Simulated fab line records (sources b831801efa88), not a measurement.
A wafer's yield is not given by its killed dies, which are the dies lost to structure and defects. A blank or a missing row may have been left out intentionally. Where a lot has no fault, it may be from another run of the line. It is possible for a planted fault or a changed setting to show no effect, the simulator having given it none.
A struck lot beside a sound one :: flow sky130 :: 14 steps out of a route of 708
Sound: these wafers, L950.1, L950.3, L950.4. Struck: wafers L941.1, L941.2, L941.4. The cause comes at the end.
Order at every step that has rows: each side's tool, ch and its chambers, its first start. Under that, the readings that differ: sound wafers :: struck wafers :: difference of the means :: sigmas: that difference in standard deviations of wafers without a fault.
alike: words and numbers the same on both sides, and readings whose means are apart by under 2 such deviations; not compared: readings that were withheld, readings missing a value for some wafer, numbers with overlapping values and no deviation given by the record, and bounds like >300 which may hide the same value.
A row with sigmas, a row that says differs or no value, or rows on one side alone: a step with any of these is where the two part. Numbers that have no deviation but don't overlap get no sigmas and don't part them. A reading missing from all wafers of one side parts the sides only when that side holds two or more wafers.

SKY_METAL5_STRIP_16: strips in O2/N2.
  sound on plasmaAsher-01 ch 0,1, day 49 08:33; struck on plasmaAsher-01 ch 0,1, day 47 03:57
  alike: chamberPressureMTorr, drypumpMotorCurrentA, oesProductAu, stripTimeToEndpointS
  not compared: rfHoursCounterH
then, 3 steps without rows for these wafers: SKY_METAL5_STRIP_17 (strips in post etch residue remover, time 1200 s); SKY_METAL5_CLEAN_18 (cleans in IPA, time 180 s); SKY_METAL5_CLEAN_19 (cleans in O3/DIW).
SKY_PASSIVATION_CVD_00: deposits SiO2, target thk 90 nm.
  sound on pecvd-04 ch 0,1,2, day 49 09:08; struck on pecvd-04 ch 1,2, day 47 04:33
  alike: heaterPowerW
SKY_PASSIVATION_THK_MEAS_01:
  sound: filmMetro-02 at day 49 09:10; struck: filmMetro-02 at day 47 04:35
  alike: PASSIVATION_CVD_00_THK
SKY_PASSIVATION_CVD_02: deposits Si3N4, target thk 540 nm.
  sound on pecvd-03 ch 0,1,2, day 49 09:13; struck on pecvd-03 ch 0,2, day 47 04:38
  alike: heaterPowerW
SKY_PASSIVATION_THK_MEAS_03:
  sound: filmMetro-01 at day 49 09:27; struck: filmMetro-02 at day 47 04:52
  alike: PASSIVATION_CVD_02_THK
then, 4 steps without rows for these wafers: SKY_PASSIVATION_DEHYDRATE_04 (time 60 s); SKY_PASSIVATION_HMDS_05 (prime time 60 s); SKY_PASSIVATION_COAT_06 (resist thk 3000 nm); SKY_PASSIVATION_SOFTBAKE_07.
SKY_PASSIVATION_EXPOSE_08: exposes mask NSM, target cd 3000 nm.
  sound on ilineStepper-02 ch 0, day 49 17:38; struck on ilineStepper-01, day 47 15:17
  no value came back on the struck wafers for exposureDoseMJCm2, focusOffsetNm (nm); on the sound wafers exposureDoseMJCm2 reads 259.96 260.17 260.19
  alike: mask
following that, these wafers have no rows for 1 step: SKY_PASSIVATION_PEB_09.

## WHERE THEY PART
Only at SKY_PASSIVATION_EXPOSE_08, as far as this record shows.

WHY: the cause the simulator had injected
Whole step skipped at SKY_PASSIVATION_EXPOSE_08 on ilineStepper-01, starting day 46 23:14. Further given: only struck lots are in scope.
